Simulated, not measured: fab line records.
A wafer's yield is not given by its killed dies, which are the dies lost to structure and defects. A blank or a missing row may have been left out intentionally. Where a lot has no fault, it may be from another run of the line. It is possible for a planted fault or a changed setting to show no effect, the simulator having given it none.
Code-filled problem report in 8D (eight disciplines) form + flow sky130 + the parts of the form that need people (team, actions taken, sign-off) are left out

1. WHAT IS WRONG
Mean of beam energy keV at SKY_NWELL_IMPLANT_24: 126.39 across 6 wafers in 2 lots; on wafers with no fault it is 139.99 (standard deviation 0.047). So: -99 or more standard deviations from the usual mean.
Seen first at day 8 08:29 on implanter-01, wafer L636.1. The record holds 42 wafers of 14 lots with a number at this step. Rule for "out", or "out of limits": more than 4 standard deviations from the usual mean. All remaining wafers that have a number are taken as sound.

2. WHAT IT IS; WHAT IT IS NOT
| question                    | is                     | is not                                                                                             |
|-----------------------------|------------------------|----------------------------------------------------------------------------------------------------|
| which readings at this step | beam energy keV        | beam on s, faraday current uA                                                                      |
| which lots                  | L636, L637             | L624, L625, L626, L627, L629, L630, L639, L641, L643, L645, L646, L647                             |
| which wafers of those lots  | all that have a number | -                                                                                                  |
| read on which tools         | implanter-01           | implanter-02, implanter-04                                                                         |
| when                        | from day 8 08:29       | up to then (18 sound wafers); but 18 sound wafers of L639, L641, L643, L645, L646, L647 came after |

3. THE SUSPECTS, EACH WITH WHAT RULES IT OUT
Counting: any tool at a process step up to the reading is kept as a suspect provided that every lot that is out went through it and no sound lot did after the first of them.
- implanter-01 at SKY_NWELL_IMPLANT_24: kept. Every lot that is out went through it, starting with L636 (day 8 08:29), and after that it ran no sound lot; the last sound lot it ran before then is L629 (day 6 18:27). On those wafers its own readings are out: beam energy keV.
After counting, what remains is implanter-01 at SKY_NWELL_IMPLANT_24.

4. THE CAUSE (what the simulator had put in)
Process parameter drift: implanter-01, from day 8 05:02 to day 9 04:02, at SKY_NWELL_IMPLANT_24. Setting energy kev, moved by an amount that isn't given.
This tool alone remained once counting was done.

5. SEQUENCE OF EFFECTS, ordered by route
Each row: a reading where the mean over the struck wafers with a number is more than 3 standard deviations away from the usual. Scope: only readings with a usual standard deviation given in the record; hours: median across lots of the time from each lot's start at the first step in this table that gives one to its start at this step; sigmas: change in usual standard deviations.
| hours | step                 | reading         | usual  | on struck wafers | change | sigmas      |
|-------|----------------------|-----------------|--------|------------------|--------|-------------|
| 0     | SKY_NWELL_IMPLANT_24 | beam energy keV | 139.99 | 126.39           | -13.60 | -99 or more |
It contains these process steps:
- SKY_NWELL_IMPLANT_24
Later steps that measure or inspect, where all struck wafers having a row at the step show a number for every such reading and not one has moved that far: SKY_VT_ADJUST_NCORE_TW_MEAS_11.

6. WHAT WOULD HAVE CAUGHT IT SOONER
First out-of-limits reading in this record: day 8 08:29, which is 3 hours after fault onset at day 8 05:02.
